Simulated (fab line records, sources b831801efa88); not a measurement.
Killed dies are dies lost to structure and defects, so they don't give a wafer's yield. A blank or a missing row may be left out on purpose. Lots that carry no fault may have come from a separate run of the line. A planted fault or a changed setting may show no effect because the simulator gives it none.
A struck lot beside a sound one || flow sky130 || 27 steps out of a route of 708
Sound: these wafers, L751.2, L751.3, L751.6. Struck: wafer L754.2. (L754.1, L754.3 of the same lot were not struck and are left out.) The cause comes at the end.
For every step that has rows: the tool of each side, followed by ch and its chambers, followed by its first start. Under that, the readings that differ: sound wafers || struck wafers || difference of the means || sigmas: that difference in standard deviations of wafers without a fault.
alike: words and numbers the same on both sides, and readings whose means are apart by under 2 such deviations; not compared: readings that were withheld, readings missing a value for some wafer, numbers with overlapping values and no deviation given by the record, and bounds like >300 which may hide the same value.
A row with sigmas, a row that says differs or no value, or rows on one side alone: a step with any of these is where the two part. Non-overlapping numbers with no deviation appear without sigmas and do not part them. A reading missing from all wafers of one side parts the sides only when that side holds two or more wafers.

SKY_VIA4_ETCH_12: etches SiO2 in C4F8/O2/Ar, stops on TiN, target depth 580 nm.
  sound on rie diel-04 ch 1,2,3, day 44 10:17; struck on rie diel-04 ch 1, day 44 20:50
  alike: chamber pressure mTorr, oes product au, rf fwd power W
SKY_VIA4_STRIP_13: strips in O2/N2.
  sound on plasma asher-03 ch 0,1, day 44 10:22; struck on plasma asher-02 ch 1, day 44 20:55
  alike: chamber pressure mTorr, drypump motor current A, oes product au, strip time to endpoint s
  not compared: rf hours counter h
then, 5 steps without rows for these wafers: SKY_VIA4_STRIP_14 (strips in post etch residue remover, time 1200 s); SKY_VIA4_CLEAN_15 (cleans in IPA, time 180 s); SKY_VIA4_CLEAN_16 (cleans in O3/DIW); SKY_VIA4_SPUTTER_17 (material TiN, target thk 20 nm, time 80 s); SKY_VIA4_CVD_18 (deposits W, target thk 505 nm, time 152.14 s).
SKY_VIA4_RS_MEAS_19: measurement is done with a four-point probe.
  struck on film metro-04, day 44 21:43; sound on film metro-03, day 44 11:12
  alike: VIA4_W_RS
SKY_VIA4_THK_MEAS_20: measures by xrf.
  struck on film metro-04, day 44 21:50; sound on film metro-03, day 44 11:19
  alike: VIA4_W_THK
SKY_VIA4_CMP_21: polishes, stops on SiO2, t overpolish 25 s, target thk 0 nm.
  sound on cmp-01 ch 0,1,3, day 44 11:25; struck on cmp-02 ch 1, day 44 22:11
  alike: motor current A, overpolish run s, retaining ring pressure frac, time to endpoint s
then, 1 step without rows for these wafers: SKY_METAL5_SPUTTER_00 (material Ti, target thk 15 nm, time 10 s).
SKY_METAL5_SPUTTER_01: material TiN, target thk 20 nm, time 16.26 s.
  struck on pvd sputter-01, day 44 22:31; sound on pvd sputter-03, day 44 11:41
  alike: throttle valve pct
SKY_METAL5_SPUTTER_02: material AlCu, target thk 1150 nm, time 61.2 s.
  struck on pvd sputter-01, day 44 22:32; sound on pvd sputter-03, day 44 11:43
{"reading": "model.AlCu_of_METAL5_SPUTTER_02.thk nm (nm)", "sound": "1116 1126 1113", "struck": 1268, "difference": "+150", "sigmas": ""}
  alike: throttle valve pct
then, 2 steps without rows for these wafers: SKY_METAL5_SPUTTER_03 (material Ti, target thk 5 nm, time 3.3 s); SKY_METAL5_SPUTTER_04 (material TiN, target thk 70 nm, time 58.3 s).
SKY_METAL5_RS_MEAS_05: measurement is done with a four-point probe.
  struck on film metro-03, day 44 22:56; sound on film metro-03, day 44 11:50
{"reading": "METAL5_ALCU_RS (ohm/sq)", "sound": "0.0278 0.0275 0.0279", "struck": 0.0245, "difference": -0.0032, "sigmas": -9}
  not compared: hold
SKY_METAL5_THK_MEAS_06: measures by xrf.
  struck on film metro-03, day 45 02:57; sound on film metro-03, day 44 11:57
{"reading": "METAL5_ALCU_THK (nm)", "sound": "1089 1101 1086", "struck": 1241, "difference": "+149", "sigmas": "+9"}
  not compared: hold
then, 7 steps without rows for these wafers: SKY_METAL5_HMDS_08 (prime time 60 s); SKY_METAL5_COAT_09 (resist thk 1800 nm); SKY_METAL5_SOFTBAKE_10 (time 60 s); SKY_METAL5_EXPOSE_11 (exposes mask MM5, target cd 1600 nm); SKY_METAL5_PEB_12; SKY_METAL5_DEVELOP_13 (develop time 60 s); SKY_METAL5_DESCUM_14 (chemistry O2, time 11 s).
SKY_METAL5_METAL_ETCH_15: etches the open film in Cl2/BCl3, stops on SiO2, target depth 1260 nm, time 252 s.
  sound on rie metal-04 ch 0,1, day 45 08:53; struck on rie metal-02 ch 1, day 45 19:41
{"reading": "oes product au (a.u.)", "sound": "0.890 0.891 0.884", "struck": 0.927, "difference": "+0.039", "sigmas": "+7"}
{"reading": "throttle valve pct (%)", "sound": "22.258 22.256 22.277", "struck": 22.236, "difference": -0.028, "sigmas": -3}
  alike: chamber pressure mTorr, drypump motor current A, rf fwd power W
  not compared: rf hours counter h
SKY_METAL5_STRIP_16: strips in O2/N2.
  sound on plasma asher-01 ch 0,1, day 45 09:07; struck on plasma asher-03 ch 1, day 45 19:55
  alike: chamber pressure mTorr, drypump motor current A, oes product au, strip time to endpoint s
  not compared: rf hours counter h
SKY_PAD_OPEN_PROBE_99:
  struck on prober-01, day 47 17:31; sound on prober-01, day 47 07:26
{"reading": "model.etest.met5.rs ohm sq", "sound": "0.02806 0.02764 0.02798", "struck": 0.02469, "difference": -0.00320, "sigmas": ""}
{"reading": "model.etest.met5.line ohm um", "sound": "0.01744 0.01722 0.01745", "struck": 0.01544, "difference": -0.00193, "sigmas": ""}
  alike: killed_at_M0_to_M3, killed_at_M4_up, killed at contacts, killed at front end, killed at other, killed dies, killed open, killed short

== WHERE THEY PART ==
Last at SKY_METAL5_METAL_ETCH_15 as far as this record goes, first at SKY_METAL5_RS_MEAS_05. Later steps at which nothing parts them and some readings are alike: SKY_METAL5_STRIP_16, SKY_PAD_OPEN_PROBE_99.

WHY: what had been put in by the simulator
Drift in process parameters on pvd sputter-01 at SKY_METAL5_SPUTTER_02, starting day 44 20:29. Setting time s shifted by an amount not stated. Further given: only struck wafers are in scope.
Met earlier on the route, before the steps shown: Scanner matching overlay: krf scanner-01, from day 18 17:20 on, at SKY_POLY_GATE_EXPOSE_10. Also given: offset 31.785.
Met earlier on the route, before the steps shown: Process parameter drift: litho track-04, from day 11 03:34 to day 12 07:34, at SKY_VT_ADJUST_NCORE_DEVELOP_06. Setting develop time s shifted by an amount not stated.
